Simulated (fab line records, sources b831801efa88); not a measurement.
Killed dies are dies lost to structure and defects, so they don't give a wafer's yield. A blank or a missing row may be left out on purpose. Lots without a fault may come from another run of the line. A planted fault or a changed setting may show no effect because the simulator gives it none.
Which tool did it? | flow sfq_line | 6 lots, 18 wafers sampled, at 2 steps of a route of 325

WHAT THE GAUGES READ, wafer by wafer
SFQ_JJ_RS_MEAS_929: measures by four-point-probe.
lot  | measured     | on            | JJ_NB_RS (ohm/sq)
L109 | day 43 12:33 | film_metro-02 | 1.036 1.030 1.030
L111 | day 43 14:59 | film_metro-01 | 1.042 1.049 1.040
L115 | day 52 18:15 | film_metro-04 | 1.057 1.051 1.037
L117 | day 53 09:50 | film_metro-02 | 1.056 1.041 1.056
L119 | day 53 19:29 | film_metro-02 | 1.041 1.039 1.031
L127 | day 57 15:57 | film_metro-01 | 1.041 1.023 1.044

WHICH TOOL RAN EACH LOT (tool, then ch and the chambers of the sampled wafers, then the start)
lot  | SFQ_TRILAYER_JJ_TRILAYER_DEP_SPUTTER_112
L109 | pvd_sputter-05, day 43 12:28
L111 | pvd_sputter-03, day 43 14:52
L115 | pvd_sputter-06, day 52 18:09
L117 | pvd_sputter-03, day 53 09:45
L119 | pvd_sputter-05, day 53 19:24
L127 | pvd_sputter-05, day 57 15:52
- SFQ_TRILAYER_JJ_TRILAYER_DEP_SPUTTER_112: material Nb, target thk 170 nm, time 113.3 s.

THE ANSWER, worked out from the rows above alone
Rule: what is usual is taken from the lots themselves. Put in order of their means at a reading, lots are off if they are a third of the lots or fewer, leave a main group of 4 or more, and stand apart from it by a gap of 3 or more times the standard deviation of the main group's means; of several such gaps the widest counts. A main group whose means are all the same, to the digits that the tables above print for the reading, isn't used. A lot without any number at a reading at which 4 lots or more have one is off too. The other lots that the step has rows for count as sound.
No lot is off at any reading shown: from this, nothing can be told.

WHAT THE SIMULATOR HAD PUT IN
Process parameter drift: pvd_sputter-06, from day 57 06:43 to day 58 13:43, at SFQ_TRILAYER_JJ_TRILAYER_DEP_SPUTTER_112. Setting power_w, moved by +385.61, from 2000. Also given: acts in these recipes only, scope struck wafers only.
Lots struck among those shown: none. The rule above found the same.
